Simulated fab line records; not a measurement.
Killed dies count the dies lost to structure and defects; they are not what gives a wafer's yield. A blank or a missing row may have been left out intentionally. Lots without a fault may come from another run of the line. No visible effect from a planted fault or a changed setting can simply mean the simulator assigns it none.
Chamber matching	flow sky130	4 sister chambers for SKY_VIA4_CMP_02 on cmp-02
The step polishes SiO2. 4 wafers are shown with their chamber, then 12 later ones without.

## EACH WAFER AND ITS CHAMBER
wafer	chamber	motor-current-A (A)
L088.4	2	10.0
L089.1	0	12.9
L091.1	1	12.2
L091.6	3	11.9

## WAFERS MISSING THEIR CHAMBER
wafer	motor-current-A (A)
L093.1	12.2
L093.3	11.3
L093.6	12.5
L095.1	12.3
L095.4	9.8
L095.6	11.8
L094.1	9.2
L094.3	11.1
L094.5	9.7
L097.2	12.2
L097.3	13.2
L097.4	9.6

## EACH ONE'S CHAMBER
wafer	from the rows above	in truth
L093.1	can't be placed: 1 or 3 or 0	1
L093.3	can't be placed: 3 or 1 or 2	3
L093.6	can't be placed: 1 or 0 or 3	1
L095.1	can't be placed: 1 or 3 or 0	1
L095.4	2	2
L095.6	can't be placed: 3 or 1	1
L094.1	2	2
L094.3	can't be placed: 3 or 1 or 2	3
L094.5	2	2
L097.2	can't be placed: 1 or 3 or 0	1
L097.3	can't be placed: 0 or 1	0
L097.4	2	2
Correct placement for 4 of the 12. Can't be placed from these rows: 8 (the true chamber is among the candidates in 8). 0 placed wrongly.
How it was worked out, from the rows above alone: a wafer's distance from a chamber is the root of the sum, over the readings, of the square of ((its reading less the chamber's mean) divided by the reading's scatter). The wafer belongs to the nearest chamber; if the next one is less than 2 further off, it can't be placed. A chamber's mean is the mean of its shown wafers. The scatter: with one shown wafer a chamber, the root of the mean of the squares of how far each hidden wafer lies from its nearest shown one.
